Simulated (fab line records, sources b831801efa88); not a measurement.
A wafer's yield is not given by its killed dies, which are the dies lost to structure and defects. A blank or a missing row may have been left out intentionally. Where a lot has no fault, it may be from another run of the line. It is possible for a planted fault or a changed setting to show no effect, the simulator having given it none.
Chamber matching    flow sky130    SKY_VIA3_CMP_02 on cmp-02 has 4 sister chambers
The step polishes SiO2. 4 wafers are shown with their chamber, then 12 later ones without.

## WAFERS, EACH WITH ITS CHAMBER
wafer   chamber  motor_current_A (A)
L085.4  0        11.8
L086.3  1        13.7
L086.5  2        11.3
L086.6  3        10.6

## WAFERS WITHOUT THEIR CHAMBER
wafer   motor_current_A (A)
L090.1  10.6
L090.2  13.9
L090.6  13.5
L092.1  11.3
L092.2  13.8
L092.4  11.2
L093.2  11.4
L093.5  13.2
L093.6  11.7
L095.2  10.1
L095.3  11.2
L095.4  13.7

## THE CHAMBER EACH PASSED THROUGH
wafer    from the rows above       in truth
L090.1   3                         3
L090.2   1                         1
L090.6   1                         1
L092.1   2                         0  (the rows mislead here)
L092.2   1                         1
L092.4   2                         2
L093.2   can't be placed: 2 or 0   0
L093.5   1                         1
L093.6   can't be placed: 0 or 2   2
L095.2   3                         3
L095.3   2                         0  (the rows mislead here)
L095.4   1                         1
Correct placement for 8 of the 12. Unplaceable from these rows: 2, with the true chamber sitting among the candidates in 2. Number placed wrongly: 2.
How it was worked out, from the rows above alone: a wafer's distance from a chamber is the root of the sum, over the readings, of the square of ((its reading less the chamber's mean) divided by the reading's scatter). The wafer belongs to the nearest chamber; if the next one is less than 2 further off, it can't be placed. A chamber's mean is the mean of its shown wafers. The scatter (one wafer shown for each chamber): square how far every hidden wafer sits from the nearest shown wafer, average those squares and take the square root.
